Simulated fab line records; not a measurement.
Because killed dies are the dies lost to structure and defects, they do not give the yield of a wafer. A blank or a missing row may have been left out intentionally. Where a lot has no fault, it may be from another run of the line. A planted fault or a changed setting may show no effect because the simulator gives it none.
fab line records	flow gf180mcu
record: lots: 14	wafers: 42	lastDay: 34
route steps=602 shown V5@554 TOP_METAL@584 PASSIVATION@587
lots that met no fault: from a run of the same line without faults
startH: the number of hours between the record's first day and the start of the first shown wafer of the lot	waitH: how many hours have passed since the lot's step before this one	" same as the row above	L1.1+2: several wafers, shown together as one row	- no value present, or no start provided	* or withheld: withheld	< > ~ a bound
route shown NAME@n: NAME is a module with steps in the file, n the number in the route of the first one	usual: mean/standard deviation taken from wafers without a fault	same: alike in all rows	chamber/n: place in a boat	sites: the reading at each site	_std_site: standard deviation across them	_edge_site: the outer-site mean with the inner-site mean subtracted	radiusMm: how far each site lies from the wafer's centre	mask NAME#n: copy n	behind: tool/chamber where the wafer was last shaped	hold: why the lot was held/for how many hours/how that ended	device: whichever transistor did not switch (one of n, p or np)	end of line: tests run on the same wafers once the route is complete	where a step has no rows: the recipe by itself	killed: dies that structure and defects cost at the first sort, which is not the same as the wafer's yield	map: shows each die of a wafer: x if killed, . if not, _ if none is there
set.NAME: the run value of the setting; set.NAME@STEP: its run value at that earlier step	model.NAME: the simulator's own value behind a step, which no gauge read
route steps across a sampled set of lots; one table per step, one row per wafer
services: the hour from which a tool's chamber was out of use, counted from the record's first day as startH (under 0 if before that day), plus the number of hours and why
== steps ==
step: GF_V5_CD_MEAS_14
recipe: targetCdNm: 260
usual: cdNm: 260.7/1
lot.wafer	tool	chamber	startH	waitH	cdNm
L770.1	cdSem-02	-	640.87	0.1	260.6
L770.4	"	-	"	"	260.3
L770.6	"	-	"	"	260.5
L771.1	cdSem-02	-	645.37	0.1	262.0
L771.2	"	-	"	"	261.2
L771.3	"	-	"	"	262.1
L774.1	cdSem-02	-	680.62	0.1	262.0
L774.2	"	-	"	"	262.7
L774.3	"	-	"	"	262.8
L780.3	cdSem-01	-	713.31	0.1	260.2
L780.4	"	-	"	"	260.5
L780.5	"	-	"	"	260.5
L779.1	cdSem-01	-	718.15	0.1	262.0
L779.2	"	-	"	"	261.5
L779.4	"	-	"	"	261.6
L781.3	cdSem-02	-	726.21	0.1	258.9
L781.4	"	-	"	"	259.6
L781.6	"	-	"	"	259.8
L782.2	cdSem-01	-	726.27	0.1	259.1
L782.3	"	-	"	"	258.9
L782.6	"	-	"	"	258.5
L786.1	cdSem-01	-	754.39	0.1	260.7
L786.4	"	-	"	"	260.1
L786.6	"	-	"	"	260.4
L785.1	cdSem-01	-	754.72	0.1	260.4
L785.3	"	-	"	"	260.5
L785.4	"	-	"	"	259.7
L787.1	cdSem-01	-	759.74	0.1	260.7
L787.2	"	-	"	"	260.5
L787.3	"	-	"	"	260.5
L788.4	cdSem-01	-	770.95	0.1	260.5
L788.5	"	-	"	"	259.2
L788.6	"	-	"	"	260.7
L791.3	cdSem-01	-	782.63	0.1	261.2
L791.4	"	-	"	"	260.6
L791.6	"	-	"	"	260.3
L793.3	cdSem-01	-	791.86	0.1	262.0
L793.4	"	-	"	"	260.2
L793.6	"	-	"	"	261.5
L792.1	cdSem-01	-	792.83	0.2	260.3
L792.2	"	-	"	"	262.3
L792.5	"	-	"	"	262.4
step: GF_TOP_METAL_STRIP_17
recipe: chemistry: O2/N2	powerW: 1400	pressureMtorr: 1500	platenTempC: 250	o2FlowSccm: 3000	n2FlowSccm: 300	overashFraction: 0.5
usual: drypumpMotorCurrentA: 5.9/0.53	heaterPowerW: 348/34	n2FlowSccm: 299.9/0.95	oesProductAu: 0.711/0.0043	stripTimeToEndpointS: 13.42/0.076
lot.wafer	tool	chamber	startH	waitH	drypumpMotorCurrentA	heaterPowerW	n2FlowSccm	oesProductAu	rfHoursCounterH	stripTimeToEndpointS
L770.1	plasmaAsher-04	1	663.49	0.1	6.4	411	299.2	0.702	23	13.46
L770.4	"	0	"	"	5.2	355	300.3	0.710	-	13.47
L770.6	"	0	"	"	5.2	361	298.8	0.719	-	13.52
L771.1	plasmaAsher-03	0	667.60	0.1	5.2	300	299.7	0.704	61	13.37
L771.2	"	1	"	"	5.7	307	299.6	0.707	61	13.31
L771.3	"	0	"	"	5.2	311	299.3	0.712	-	13.39
L774.1	plasmaAsher-04	1	701.80	0.1	6.4	404	298.9	0.708	30	13.46
L774.2	"	0	"	"	5.2	354	299.8	0.714	30	13.50
L774.3	"	0	"	"	5.2	353	300.4	0.711	-	13.51
L780.3	plasmaAsher-04	0	733.07	0.1	5.2	354	299.8	0.712	-	13.37
L780.4	"	1	"	"	6.4	404	300.4	0.707	-	13.45
L780.5	"	0	"	"	5.2	356	301.3	0.714	-	13.50
L779.1	plasmaAsher-03	1	738.13	0.1	5.7	304	298.9	0.703	64	13.36
L779.2	"	0	"	"	5.3	299	297.8	0.719	64	13.45
L779.4	"	0	"	"	5.2	299	298.3	0.699	-	13.31
L781.3	plasmaAsher-03	1	746.11	0.1	5.7	313	302.2	0.714	-	13.38
L781.4	"	0	"	"	5.2	291	299.9	0.701	-	13.48
L781.6	"	0	"	"	5.2	300	302.9	0.713	-	13.38
L782.2	plasmaAsher-04	1	746.29	0.1	6.5	409	299.7	0.711	35	13.46
L782.3	"	1	"	"	6.4	400	299.8	0.714	-	13.46
L782.6	"	1	"	"	6.4	393	299.6	0.710	-	13.36
L786.1	plasmaAsher-04	1	773.04	0.1	6.5	412	299.4	0.712	38	13.41
L786.4	"	1	"	"	6.4	411	300.5	0.705	-	13.43
L786.6	"	0	"	"	5.2	362	299.8	0.718	-	13.39
L785.1	plasmaAsher-02	1	773.87	0.3	6.4	321	299.9	0.711	3	13.40
L785.3	"	0	"	"	5.6	346	300.3	0.706	-	13.40
L785.4	"	1	"	"	6.4	321	300.0	0.711	-	13.49
L787.1	plasmaAsher-04	0	778.33	0.1	5.1	355	301.1	0.709	38	13.29
L787.2	"	1	"	"	6.4	398	299.7	0.707	38	13.34
L787.3	"	0	"	"	5.2	348	301.7	0.716	-	13.35
L788.4	plasmaAsher-02	0	788.80	0.1	5.6	363	299.6	0.713	-	13.30
L788.5	"	1	"	"	6.4	323	300.3	0.706	-	13.38
L788.6	"	0	"	"	5.6	358	300.9	0.713	-	13.34
L791.3	plasmaAsher-02	1	800.49	0.2	6.5	321	300.0	0.704	-	13.45
L791.4	"	0	"	"	5.6	359	300.1	0.710	-	13.50
L791.6	"	1	"	"	6.5	318	300.4	0.704	-	13.44
L793.3	plasmaAsher-02	1	809.68	0.1	6.5	325	300.1	0.709	-	13.44
L793.4	"	0	"	"	5.6	361	301.5	0.717	-	13.43
L793.6	"	0	"	"	5.7	356	300.6	0.720	-	13.45
L792.1	plasmaAsher-02	0	819.13	0.1	5.6	360	299.9	0.708	9	13.55
L792.2	"	1	"	"	6.5	319	299.5	0.713	9	13.55
L792.5	"	1	"	"	6.5	320	298.3	0.711	-	13.53
step: GF_PASSIVATION_CVD_00
recipe: material: SiO2	targetThkNm: 1000	precursor: TEOS	tempC: 400	timeS: 111.95	rfW: 600
usual: heaterPowerOuterW: 365/86	heaterPowerW: 656/110	susceptorTempC: 400.00/0.23
lot.wafer	tool	chamber	startH	waitH	heaterPowerOuterW	heaterPowerW	susceptorTempC
L770.1	pecvd-02	1	664.05	0.0	466	841	399.82
L770.4	"	2	"	"	433	684	399.95
L770.6	"	1	"	"	344	661	399.97
L771.1	pecvd-02	0	668.13	0.0	493	788	399.63
L771.2	"	1	"	"	413	770	400.03
L771.3	"	2	"	"	422	666	399.95
L774.1	pecvd-04	1	702.33	0.0	496	799	399.65
L774.2	"	2	"	"	266	500	399.86
L774.3	"	0	"	"	297	622	400.20
L780.3	pecvd-04	2	733.61	0.0	262	487	400.17
L780.4	"	0	"	"	228	530	400.10
L780.5	"	2	"	"	307	542	400.03
L779.1	pecvd-02	1	738.72	0.0	382	739	399.94
L779.2	"	0	"	"	520	880	399.83
L779.4	"	0	"	"	387	681	400.00
L781.3	pecvd-03	0	746.66	0.0	-	-	-
L781.4	"	2	"	"	-	-	-
L781.6	"	1	"	"	-	-	-
L782.2	pecvd-02	1	746.89	0.0	-	-	-
L782.3	"	2	"	"	-	-	-
L782.6	"	0	"	"	-	-	-
L786.1	pecvd-04	1	773.57	0.0	470	801	400.46
L786.4	"	0	"	"	296	623	400.34
L786.6	"	1	"	"	512	829	400.26
L785.1	pecvd-03	1	774.41	0.0	264	574	399.44
L785.3	"	2	"	"	274	541	400.10
L785.4	"	2	"	"	299	544	400.39
L787.1	pecvd-02	0	778.87	0.0	468	795	399.73
L787.2	"	1	"	"	429	779	399.81
L787.3	"	2	"	"	370	601	399.79
L788.4	pecvd-03	2	789.35	0.0	274	530	400.02
L788.5	"	0	"	"	288	564	399.70
L788.6	"	1	"	"	324	647	400.11
L791.3	pecvd-02	0	800.99	0.0	471	788	399.82
L791.4	"	0	"	"	524	832	400.15
L791.6	"	2	"	"	438	666	400.07
L793.3	pecvd-02	0	810.19	0.0	470	785	400.07
L793.4	"	2	"	"	339	541	399.75
L793.6	"	1	"	"	428	805	400.20
L792.1	pecvd-04	2	819.66	0.0	270	495	400.07
L792.2	"	0	"	"	240	548	399.97
L792.5	"	0	"	"	282	613	399.87
step: GF_PASSIVATION_ETCH_11
recipe: chemistry: CF4/O2	targetDepthNm: 1800	stopOn: TiN	sourceW: 783.7	biasW: 150	pressureMtorr: 150	cf4FlowSccm: 80	O2_flow_sccm: 10	timeS: 400
usual: drypumpMotorCurrentA: 5.5/0.48	oesProductAu: 0.961/0.0068	throttleValvePct: 5.960/0.0088
lot.wafer	tool	chamber	startH	waitH	drypumpMotorCurrentA	oesProductAu	rfHoursCounterH	throttleValvePct
L770.1	rieDiel-01	1	683.72	-	4.7	0.958	3	5.972
L770.4	"	0	"	"	5.1	0.953	13	5.956
L770.6	"	2	"	"	5.8	0.965	-	5.966
L771.1	rieDiel-04	1	687.62	-	6.2	0.955	3	5.952
L771.2	"	3	"	"	5.2	0.951	24	5.950
L771.3	"	1	"	"	6.2	0.953	-	5.937
L774.1	rieDiel-01	2	721.82	-	5.9	0.963	12	5.950
L774.2	"	3	"	"	6.1	0.965	6	5.958
L774.3	"	0	"	"	5.1	0.949	15	5.950
L780.3	rieDiel-04	3	751.22	-	5.2	0.951	28	5.969
L780.4	"	2	"	"	5.7	0.972	-	5.971
L780.5	"	3	"	"	5.2	0.962	-	5.954
L779.1	rieDiel-01	3	756.21	-	6.1	0.957	7	5.957
L779.2	"	1	"	"	4.7	0.958	6	5.955
L779.4	"	0	"	"	5.1	0.972	15	5.961
L781.3	rieDiel-04	1	764.16	-	6.2	0.969	6	5.962
L781.4	"	3	"	"	5.2	0.969	28	5.960
L781.6	"	0	"	"	4.9	0.995	-	5.980
L782.2	rieDiel-01	3	764.34	-	6.1	0.976	7	5.963
L782.3	"	2	"	"	5.9	0.985	13	5.965
L782.6	"	0	"	"	5.1	0.988	-	5.964
L786.1	rieDiel-02	2	789.34	-	5.9	0.952	9	5.960
L786.4	"	0	"	"	4.9	0.969	3	5.950
L786.6	"	2	"	"	5.9	0.959	-	5.957
L785.1	rieDiel-04	0	790.32	-	4.9	0.958	4	5.977
L785.3	"	2	"	"	5.6	0.953	6	5.962
L785.4	"	1	"	"	6.2	0.963	7	5.966
L787.1	rieDiel-04	3	795.21	-	5.2	0.954	30	5.956
L787.2	"	2	"	"	5.7	0.963	6	5.968
L787.3	"	1	"	"	6.3	0.955	8	5.956
L788.4	rieDiel-01	2	804.57	-	5.9	0.961	15	5.960
L788.5	"	0	"	"	5.1	0.964	-	5.979
L788.6	"	3	"	"	6.1	0.958	-	5.955
L791.3	rieDiel-02	0	816.72	-	4.9	0.955	4	5.970
L791.4	"	3	"	"	5.8	0.969	5	5.971
L791.6	"	1	"	"	5.6	0.972	-	5.961
L793.3	rieDiel-04	2	821.06	-	5.7	0.953	7	5.956
L793.4	"	0	"	"	4.9	0.960	5	5.962
L793.6	"	0	"	"	4.9	0.956	-	5.948
L792.1	rieDiel-02	1	824.09	-	5.6	0.960	10	5.966
L792.2	"	0	"	"	4.9	0.953	5	5.961
L792.5	"	3	"	"	5.8	0.962	-	5.960
step: GF_PASSIVATION_STRIP_12
recipe: chemistry: O2/N2	powerW: 1355	pressureMtorr: 1500	platenTempC: 250	o2FlowSccm: 3000	n2FlowSccm: 300	overashFraction: 0.5
usual: drypumpMotorCurrentA: 5.5/0.6	heaterPowerW: 337/46	n2FlowSccm: 300.0/0.87	oesProductAu: 0.706/0.0044	stripTimeToEndpointS: 36.02/0.17
lot.wafer	tool	chamber	startH	waitH	drypumpMotorCurrentA	heaterPowerW	n2FlowSccm	oesProductAu	rfHoursCounterH	stripTimeToEndpointS
L770.1	plasmaAsher-04	0	683.96	0.1	5.2	349	300.0	0.704	27	36.00
L770.4	"	0	"	"	5.1	361	301.1	0.703	-	35.95
L770.6	"	0	"	"	5.2	361	300.8	0.704	-	36.03
L771.1	plasmaAsher-04	0	687.98	0.2	5.2	358	300.5	0.704	28	36.30
L771.2	"	1	"	"	6.5	402	299.9	0.701	28	35.88
L771.3	"	0	"	"	5.2	361	300.1	0.709	-	36.03
L774.1	plasmaAsher-04	1	722.06	0.1	6.4	403	300.2	0.706	32	36.11
L774.2	"	0	"	"	5.2	351	298.1	0.706	32	35.85
L774.3	"	1	"	"	6.4	403	301.3	0.711	-	35.79
L780.3	plasmaAsher-04	0	751.49	0.2	5.1	354	300.5	0.696	-	36.16
L780.4	"	1	"	"	6.4	401	299.7	0.709	-	35.97
L780.5	"	0	"	"	5.2	357	300.5	0.703	-	35.95
L779.1	plasmaAsher-04	0	756.45	0.1	5.2	349	302.7	0.713	36	35.87
L779.2	"	1	"	"	6.4	402	299.8	0.705	36	36.15
L779.4	"	1	"	"	6.4	401	300.1	0.704	-	36.04
L781.3	plasmaAsher-04	0	764.43	0.2	5.2	356	299.7	0.709	-	36.03
L781.4	"	1	"	"	6.4	410	299.0	0.701	-	36.13
L781.6	"	0	"	"	5.2	355	298.9	0.712	-	36.01
L782.2	plasmaAsher-01	1	764.58	0.1	5.4	273	300.6	0.708	99	35.79
L782.3	"	1	"	"	5.4	284	300.6	0.712	-	36.05
L782.6	"	0	"	"	4.8	304	300.5	0.709	-	35.92
L786.1	plasmaAsher-01	1	789.58	0.1	5.4	278	301.7	0.707	103	36.30
L786.4	"	0	"	"	4.8	308	299.2	0.704	-	36.19
L786.6	"	1	"	"	5.4	285	301.3	0.710	-	36.20
L785.1	plasmaAsher-01	0	790.56	0.1	4.8	303	299.1	0.707	103	36.25
L785.3	"	1	"	"	5.4	282	300.5	0.711	-	36.08
L785.4	"	0	"	"	4.8	317	298.4	0.711	-	36.17
L787.1	plasmaAsher-01	0	795.45	0.1	4.8	313	299.9	0.710	104	36.14
L787.2	"	1	"	"	5.4	289	300.4	0.706	104	35.79
L787.3	"	0	"	"	4.8	315	300.2	0.709	-	36.00
L788.4	plasmaAsher-03	1	804.84	0.2	5.7	312	299.5	0.702	-	36.35
L788.5	"	0	"	"	5.2	307	300.3	0.707	-	36.33
L788.6	"	1	"	"	5.7	301	300.8	0.707	-	36.30
L791.3	plasmaAsher-04	0	816.99	0.2	5.2	352	300.0	0.706	-	36.06
L791.4	"	1	"	"	6.4	405	299.1	0.703	-	35.84
L791.6	"	1	"	"	6.4	408	299.3	0.704	-	35.93
L793.3	plasmaAsher-04	0	821.33	0.2	5.2	348	299.0	0.703	-	35.95
L793.4	"	1	"	"	6.5	412	300.3	0.700	-	36.08
L793.6	"	0	"	"	5.2	346	299.3	0.708	-	36.21
L792.1	plasmaAsher-01	0	824.33	0.1	4.8	317	298.6	0.709	108	36.06
L792.2	"	1	"	"	5.4	286	301.4	0.715	108	36.18
L792.5	"	0	"	"	4.8	306	300.0	0.704	-	36.15
step: GF_PASSIVATION_BOW_MEAS_14
recipe: mode: bow
usual: PASSIVATION_BOW: 135/9.4
lot.wafer	tool	chamber	startH	waitH	PASSIVATION_BOW[um]
L770.1	filmMetro-02	-	685.56	0.0	145
L770.4	"	-	"	"	127
L770.6	"	-	"	"	139
L771.1	filmMetro-02	-	689.58	0.0	126
L771.2	"	-	"	"	124
L771.3	"	-	"	"	137
L774.1	filmMetro-01	-	723.66	0.0	144
L774.2	"	-	"	"	145
L774.3	"	-	"	"	141
L780.3	filmMetro-02	-	753.10	0.0	149
L780.4	"	-	"	"	141
L780.5	"	-	"	"	138
L779.1	filmMetro-01	-	758.05	0.0	131
L779.2	"	-	"	"	132
L779.4	"	-	"	"	124
L781.3	filmMetro-01	-	766.04	0.0	94
L781.4	"	-	"	"	103
L781.6	"	-	"	"	108
L782.2	filmMetro-02	-	766.20	0.0	118
L782.3	"	-	"	"	108
L782.6	"	-	"	"	100
L786.1	filmMetro-04	-	791.18	0.0	147
L786.4	"	-	"	"	144
L786.6	"	-	"	"	131
L785.1	filmMetro-04	-	792.16	0.0	144
L785.3	"	-	"	"	133
L785.4	"	-	"	"	130
L787.1	filmMetro-02	-	797.05	0.0	133
L787.2	"	-	"	"	142
L787.3	"	-	"	"	140
L788.4	filmMetro-04	-	806.47	0.1	139
L788.5	"	-	"	"	144
L788.6	"	-	"	"	141
L791.3	filmMetro-01	-	818.60	0.0	127
L791.4	"	-	"	"	125
L791.6	"	-	"	"	132
L793.3	filmMetro-04	-	822.99	0.1	141
L793.4	"	-	"	"	142
L793.6	"	-	"	"	142
L792.1	filmMetro-04	-	825.93	0.0	136
L792.2	"	-	"	"	145
L792.5	"	-	"	"	130
== services ==
tool	chamber	startH	hours	kind
rieDiel-04	0	645.29	13.5	repair
plasmaAsher-02	-	665.75	14.6	pm
pecvd-03	-	666.59	14.6	pm
plasmaAsher-03	-	670.78	48.1	repair
rieDiel-04	2	687.17	13.0	repair
rieDiel-01	-	689.84	2.8	pm
rieDiel-01	2	693.54	4.7	repair
pecvd-02	-	710.95	14.4	repair
plasmaAsher-02	-	719.14	0.6	repair
rieDiel-04	0	723.44	2.7	repair
rieDiel-01	0	724.92	9.8	repair
rieDiel-04	1	733.38	19.6	repair
plasmaAsher-02	-	733.75	9.0	pm
rieDiel-04	3	741.27	4.5	repair
plasmaAsher-04	-	744.82	1.3	repair
rieDiel-04	3	758.13	3.8	repair
pecvd-04	-	761.22	1.6	repair
plasmaAsher-04	-	780.30	28.1	pm
plasmaAsher-03	-	782.04	15.6	pm
pecvd-04	1	784.22	4.2	repair
rieDiel-04	2	787.77	2.5	repair
rieDiel-04	-	792.40	2.8	pm
plasmaAsher-03	-	800.69	2.8	pm
pecvd-02	-	810.76	0.5	repair
== key ==
firstSign: step: GF_PASSIVATION_CVD_00	reading: toolRecord	direction: missing
effect: step: GF_PASSIVATION_ETCH_11	reading: oesProductAu	direction: up	sigmas: 2.9	usual: 0.961	struck: 0.981	wafersMoved: 5
effect: step: GF_PASSIVATION_BOW_MEAS_14	reading: PASSIVATION_BOW	direction: down	sigmas: 3.2	usual: 135	struck: 105
metAt GF_PASSIVATION_CVD_00
struckLots L781,L782
laterRowsLeftOut L781.3,L781.4,L781.6,L782.2,L782.3,L782.6
sortLeftOut L781.3,L781.4,L781.6,L782.2,L782.3,L782.6
notActingAt GF_V5_CD_MEAS_14,GF_TOP_METAL_STRIP_17,GF_PASSIVATION_STRIP_12
onsetBetween 738.72 746.66
fault: kind: skippedStepWhole	tool: pecvd-02,pecvd-03	chamber: -	onsetH: 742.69	steps: GF_PASSIVATION_CVD_00	scope: struckLotsOnly
sortLeftOut: the simulated sort isn't trusted on such a fault, so these wafers' sort isn't shown, and their yield isn't known
laterRowsLeftOut: the simulator's readings of these wafers behind a module that went badly wrong aren't trusted and aren't shown, but for the sort
